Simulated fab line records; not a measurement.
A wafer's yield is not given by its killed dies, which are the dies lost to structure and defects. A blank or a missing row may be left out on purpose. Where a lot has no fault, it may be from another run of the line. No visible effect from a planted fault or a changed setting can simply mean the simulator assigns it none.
A lot that was struck, set against a sound lot | flow gf180mcu | 19 steps out of a route of 602
Sound: wafers L761.2, L761.4, L761.5. Wafers struck: L773.3, L773.5, L773.6. At the end, the cause is stated.
At each step with rows: each side's tool, then ch and its chambers, then its first start. Under that, the readings that differ: sound wafers | struck wafers | difference of the means | sigmas: that difference in standard deviations of wafers without a fault.
alike: same words and numbers on both sides, and readings whose means sit less than 2 such deviations apart. not compared: any withheld reading, any reading some wafer has no value for, any bound like >300 that may hide the same value, and any number with overlapping values for which the record gives no deviation.
Wherever a step has rows on one side only, a row that says differs or no value, or a row with sigmas, the two part there. Numbers that don't overlap but have no deviation are shown without sigmas and don't part them. A reading that every wafer of one side lacks parts them only if that side has two wafers or more.

first, 3 steps without rows for these wafers: GF_HV_LDD_EXPOSE_16 (exposes mask Pplus LV AREA, target cd 400 nm); GF_HV_LDD_PEB_17; GF_HV_LDD_DEVELOP_18 (develop time 60 s).
GF_HV_LDD_CD_MEAS_19: target cd 400 nm.
  sound on cd sem-01, day 11 06:53; struck on cd sem-01, day 15 08:02
  alike: cd nm
GF_HV_LDD_OVL_MEAS_20:
  sound on overlay-02, day 11 07:00; struck on overlay-01, day 15 08:08
  alike: HV_LDD_01_OVL
following that, these wafers have no rows for 1 step: GF_HV_LDD_IMPLANT_21.
GF_HV_LDD_STRIP_22: strips in O2/N2.
  sound on plasma asher-01 ch 1, day 11 07:11; struck on plasma asher-03 ch 0,1, day 15 08:20
  alike: drypump motor current A, heater power w, n2 flow sccm, oes product au, strip time to endpoint s
  not compared: rf hours counter h
GF_HV_LDD_TW_MEAS_23:
  sound on film metro-01, day 11 07:17; struck on film metro-04, day 15 08:25
  alike: HV_LDD_2_TW
then, 4 steps without rows for these wafers: GF_HV_LDD_DEHYDRATE_24 (time 60 s); GF_HV_LDD_HMDS_25 (prime time 60 s); GF_HV_LDD_COAT_26 (resist thk 1000 nm); GF_HV_LDD_SOFTBAKE_27 (time 60 s).
GF_HV_LDD_EXPOSE_28: exposes mask Nplus HV AREA, target cd 400 nm.
  sound on iline stepper-01 ch 0, day 11 16:35; struck on iline stepper-02 ch 0, day 15 19:38
  reading                        | sound                | struck               | difference | sigmas
  model.HV_LDD.overlay x nm (nm) | 0.5087 0.5087 0.5087 | -84.24 -84.24 -84.24 | -84.75     |
  alike: mask, focus offset nm
then, 2 steps without rows for these wafers: GF_HV_LDD_PEB_29; GF_HV_LDD_DEVELOP_30 (develop time 60 s).
GF_HV_LDD_CD_MEAS_31: target cd 400 nm.
  sound on cd sem-02, day 12 02:02; struck on cd sem-01, day 16 05:59
  reading    | sound             | struck            | difference | sigmas
  cd nm (nm) | 401.7 399.9 401.1 | 405.9 406.2 407.2 | +5.5       | +3
GF_HV_LDD_OVL_MEAS_32:
  sound on overlay-01, day 12 02:09; struck on overlay-01, day 16 06:05
  reading            | sound       | struck            | difference | sigmas
  HV_LDD_02_OVL (nm) | 1.3 2.6 1.4 | -83.4 -84.5 -85.2 | -86.1      | -66
then, 2 steps without rows for these wafers: GF_HV_LDD_IMPLANT_33; GF_PASSIVATION_PROBE_99.

## WHERE THEY PART
First at GF_HV_LDD_CD_MEAS_31; last, within this record, at GF_HV_LDD_OVL_MEAS_32.

WHY: what the simulator had put in
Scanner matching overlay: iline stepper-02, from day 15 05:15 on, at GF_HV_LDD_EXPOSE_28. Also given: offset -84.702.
